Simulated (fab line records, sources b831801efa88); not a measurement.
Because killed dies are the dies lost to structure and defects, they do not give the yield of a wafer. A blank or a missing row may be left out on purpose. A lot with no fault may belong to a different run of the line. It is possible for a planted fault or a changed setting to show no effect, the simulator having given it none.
A struck lot beside a sound one || flow sky130 || 43 out of 708 route steps
Sound: wafers L727.2, L727.3, L727.5. The struck wafers were L731.2, L731.3, L731.6. Last of all comes the cause.
For every step that has rows: the tool of each side, followed by ch and its chambers, followed by its first start. Under that, the readings that differ: sound wafers || struck wafers || difference of the means || sigmas: that difference in standard deviations of wafers without a fault.
alike: same words and numbers on both sides, and readings whose means sit less than 2 such deviations apart. not compared: any withheld reading, any reading some wafer has no value for, any bound like >300 that may hide the same value, and any number with overlapping values for which the record gives no deviation.
The two part at a step that has a row with sigmas, a row that says differs or no value, or rows on one side only. Numbers that have no deviation but don't overlap get no sigmas and don't part them. Lack of a reading on every wafer of one side parts them only where that side has two or more wafers.

first, 3 steps without rows for these wafers: SKY_METAL4_EXPOSE_10 (exposes mask MM4, target cd 300 nm); SKY_METAL4_PEB_11; SKY_METAL4_DEVELOP_12 (develop time 60 s).
SKY_METAL4_CD_MEAS_13 targets a cd of 300 nm.
  struck on cd sem-02, day 44 02:28; sound on cd sem-02, day 43 01:43
  alike: cd nm
SKY_METAL4_OVL_MEAS_14:
  struck on overlay-02, day 44 02:34; sound on overlay-02, day 43 01:49
  alike: METAL4_OVL
SKY_METAL4_DESCUM_15: chemistry O2, time 8 s.
  sound on rie metal-01 ch 0,1, day 43 01:50; struck on rie metal-01 ch 0,1, day 44 02:35
  alike: chamber pressure mTorr, drypump motor current A, oes product au, rf fwd power W, temp c
  not compared: rf hours counter h
SKY_METAL4_ETCH_16: etches BARC in N2/H2, stops on SiO2, time 88.2 s, target depth 60 nm.
  sound on rie metal-01 ch 0,1, day 43 01:53; struck on rie metal-01 ch 0,1, day 44 02:38
  alike: chamber pressure mTorr, drypump motor current A, oes product au, rf fwd power W, throttle valve pct
  not compared: rf hours counter h
then, 2 steps without rows for these wafers: SKY_METAL4_ETCH_17 (etches SiO2 in C4F8/O2/Ar, stops on TiN, time 3.9 s, target depth 15 nm); SKY_METAL4_METAL_ETCH_18 (etches the open film in Cl2/BCl3, stops on SiO2, target depth 845 nm, time 183.1 s).
SKY_METAL4_STRIP_19: strips in O2/N2.
  sound on plasma asher-02 ch 0,1, day 43 02:10; struck on plasma asher-01 ch 0,1, day 44 02:55
  alike: chamber pressure mTorr, drypump motor current A, oes product au, strip time to endpoint s
  not compared: rf hours counter h
then, 2 steps without rows for these wafers: SKY_METAL4_STRIP_20 (strips in post etch residue remover, time 1200 s); SKY_METAL4_CLEAN_21 (cleans in IPA, time 180 s).
SKY_METAL4_CLEAN_22: cleans in O3/DIW.
  sound on wet bench-02 ch 0, day 43 02:41; struck on wet bench-01 ch 2, day 44 03:25
then, 1 step without rows for these wafers: SKY_VIA4_HDPCVD_00 (deposits SiO2, target thk 1750 nm, time 291.7 s).
SKY_VIA4_THK_MEAS_01:
  struck on film metro-02, day 44 03:43; sound on film metro-04, day 43 02:58
  alike: VIA4_HDPCVD_THK
then, 1 step without rows for these wafers: SKY_VIA4_CMP_02 (polishes SiO2).
SKY_VIA4_BOW_MEAS_03:
  struck on film metro-01, day 44 04:05; sound on film metro-01, day 43 03:20
  alike: VIA4_BOW
then, 7 steps without rows for these wafers: SKY_VIA4_DEHYDRATE_04 (time 60 s); SKY_VIA4_HMDS_05 (prime time 60 s); SKY_VIA4_COAT_06 (resist thk 1140 nm); SKY_VIA4_SOFTBAKE_07 (time 60 s); SKY_VIA4_EXPOSE_08 (exposes mask VIM4, target cd 800 nm); SKY_VIA4_PEB_09; SKY_VIA4_DEVELOP_10 (develop time 60 s).
SKY_VIA4_OVL_MEAS_11:
  struck on overlay-01, day 45 01:34; sound on overlay-02, day 44 01:46
  alike: VIA4_OVL
then, 5 steps without rows for these wafers: SKY_VIA4_ETCH_12 (etches SiO2 in C4F8/O2/Ar, stops on TiN, target depth 580 nm); SKY_VIA4_STRIP_13 (strips in O2/N2); SKY_VIA4_STRIP_14 (strips in post etch residue remover, time 1200 s); SKY_VIA4_CLEAN_15 (cleans in IPA, time 180 s); SKY_VIA4_CLEAN_16 (cleans in O3/DIW).
SKY_VIA4_SPUTTER_17: material TiN, target thk 20 nm, time 80 s.
  struck on pvd sputter-01, day 45 02:15; sound on pvd sputter-01, day 44 02:28
  alike: throttle valve pct
then, 1 step without rows for these wafers: SKY_VIA4_CVD_18 (deposits W, target thk 505 nm, time 152.14 s).
SKY_VIA4_RS_MEAS_19: measurement is done with a four-point probe.
  struck on film metro-01, day 45 02:29; sound on film metro-02, day 44 02:41
  alike: VIA4_W_RS
SKY_VIA4_THK_MEAS_20: measures by xrf.
  struck on film metro-01, day 45 02:35; sound on film metro-02, day 44 02:48
  alike: VIA4_W_THK
SKY_VIA4_CMP_21: polishes, stops on SiO2, t overpolish 25 s, target thk 0 nm.
  sound on cmp-01 ch 0,1,3, day 44 02:54; struck on cmp-01 ch 0,1,2, day 45 02:44
  alike: motor current A, overpolish run s, time to endpoint s
then, 5 steps without rows for these wafers: SKY_METAL5_SPUTTER_00 (material Ti, target thk 15 nm, time 10 s); SKY_METAL5_SPUTTER_01 (material TiN, target thk 20 nm, time 16.7 s); SKY_METAL5_SPUTTER_02 (material AlCu, target thk 1150 nm, time 61.2 s); SKY_METAL5_SPUTTER_03 (material Ti, target thk 5 nm, time 3.3 s); SKY_METAL5_SPUTTER_04 (material TiN, target thk 70 nm, time 58.3 s).
SKY_METAL5_RS_MEAS_05: measurement is done with a four-point probe.
  struck on film metro-01, day 45 03:08; sound on film metro-03, day 44 03:20
  alike: METAL5_ALCU_RS
SKY_METAL5_THK_MEAS_06: measures by xrf.
  struck on film metro-01, day 45 03:14; sound on film metro-03, day 44 03:27
  alike: METAL5_ALCU_THK
-- the record jumps here: 3 days lie between the struck wafers' starts before and after (it left off in module METAL5 and takes up again in module PAD_OPEN, whose first step shown is number 708 of the route) --
SKY_PAD_OPEN_PROBE_99:
  struck on prober-02, day 47 20:34; sound on prober-01, day 46 21:50
{"reading": "defect limited yield (%)", "sound": "84.3 83.9 82.5", "struck": "75.0 73.2 75.4", "difference": -9.0, "sigmas": -5}
{"reading": "killed_at_M4_up", "sound": "2 1 2", "struck": "57 51 47", "difference": "+50", "sigmas": "+26"}
{"reading": "killed dies", "sound": "77 79 86", "struck": "123 132 121", "difference": "+45", "sigmas": "+5"}
{"reading": "sort_bin_3_pad_short (%)", "sound": "0.4 1.2 0.8", "struck": "1.8 1.8 2.8", "difference": "+1.3", "sigmas": "+3"}
{"reading": "sort_bin_5_function (%)", "sound": "11.2 8.1 9.3", "struck": "15.7 17.5 15.0", "difference": "+6.5", "sigmas": "+4"}
{"reading": "sort n pass", "sound": "415 413 406", "struck": "369 360 371", "difference": -45, "sigmas": -5}
{"reading": "sort yield pct (%)", "sound": "84.3 83.9 82.5", "struck": "75.0 73.2 75.4", "difference": -9.0, "sigmas": -5}
{"reading": "model.etest.tester.sort n pass", "sound": "415 413 406", "struck": "369 360 371", "difference": -45, "sigmas": ""}
{"reading": "model.etest.tester.sort yield pct (%)", "sound": "84.35 83.94 82.52", "struck": "75 73.17 75.41", "difference": -9, "sigmas": ""}
{"reading": "model.etest.tester.sort_bin_5_pct (%)", "sound": "11.18 8.13 9.35", "struck": "15.65 17.48 15.04", "difference": "+6.50", "sigmas": ""}
{"reading": "model.etest.tester.sort_bin_3_pct (%)", "sound": "0.4065 1.22 0.813", "struck": "1.829 1.829 2.846", "difference": "+1.355", "sigmas": ""}
  alike: killed_at_M0_to_M3, killed at contacts, killed at front end, killed at other, killed open, killed short, sort_bin_6_memory

WHERE THEY PART
At SKY_PAD_OPEN_PROBE_99 and nowhere else, as far as this record goes.

WHY: what the simulator had put in
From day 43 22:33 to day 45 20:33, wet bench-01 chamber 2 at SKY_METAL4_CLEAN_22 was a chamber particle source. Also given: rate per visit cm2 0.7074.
